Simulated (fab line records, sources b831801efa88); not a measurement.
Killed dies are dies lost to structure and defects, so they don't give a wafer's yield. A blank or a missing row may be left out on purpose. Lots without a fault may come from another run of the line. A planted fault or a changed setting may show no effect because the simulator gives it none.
Chamber matching | flow gf180mcu | GF_V5_CMP_04 on cmp-01: 4 sister chambers
The step polishes SiO2. 16 wafers are shown with their chamber, then 7 later ones without.

WAFERS WITH THEIR CHAMBER
wafer  | chamber | motor_current_A (A) | platen_rpm (rpm)
L716.2 | 1       | 14.7                | 59.99
L716.3 | 0       | 10.7                | 59.96
L716.5 | 0       | 10.6                | 59.93
L719.1 | 1       | 15.2                | 60.06
L719.4 | 0       | 10.2                | 59.99
L719.5 | 0       | 11.3                | 59.89
L721.1 | 2       | 10.6                | 60.00
L721.2 | 3       | 12.5                | 59.98
L721.5 | 2       | 10.1                | 60.04
L723.1 | 3       | 11.4                | 59.99
L723.2 | 2       | 10.4                | 59.97
L723.4 | 1       | 14.9                | 60.01
L725.1 | 3       | 12.4                | 59.99
L725.4 | 2       | 10.1                | 60.04
L735.2 | 1       | 14.2                | 60.05
L735.3 | 2       | 10.6                | 59.96

SIGNATURES (means of the wafers above)
reading         | chamber 0 | chamber 1 | chamber 2 | chamber 3 | scatter within a chamber
motor_current_A | 10.700    | 14.750    | 10.360    | 12.100    | 0.422
platen_rpm      | 59.9425   | 60.0275   | 60.0020   | 59.9867   | 0.0348
Rule: a wafer's distance from a chamber is the root of the sum, over the readings, of the square of ((its reading less the chamber's mean) divided by the reading's scatter). The wafer belongs to the nearest chamber; if the next one is less than 2 further off, it can't be placed. The scatter: the root of (the sum of the squares of (reading less its chamber's mean) over the shown wafers, divided by (wafers less chambers)).

WAFERS WITHOUT THEIR CHAMBER
wafer  | motor_current_A (A) | platen_rpm (rpm)
L735.4 | 11.7                | 59.95
L736.2 | 15.3                | 59.99
L736.3 | 11.4                | 59.98
L736.6 | 10.9                | 59.94
L737.1 | 14.7                | 60.04
L737.5 | 10.3                | 59.99
L737.6 | 11.9                | 60.04

WHICH CHAMBER EACH WENT THROUGH
wafer  | from the rows above          | in truth
L735.4 | can't be placed: 3 or 0      | 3
L736.2 | 1                            | 1
L736.3 | can't be placed: 3 or 0 or 2 | 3
L736.6 | can't be placed: 0 or 2      | 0
L737.1 | 1                            | 1
L737.5 | can't be placed: 2 or 0      | 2
L737.6 | 3                            | 3
Placed correctly: 3 of 7. Can't be placed from these rows: 4 (the true chamber is among the candidates in 4). Placed wrongly: 0.
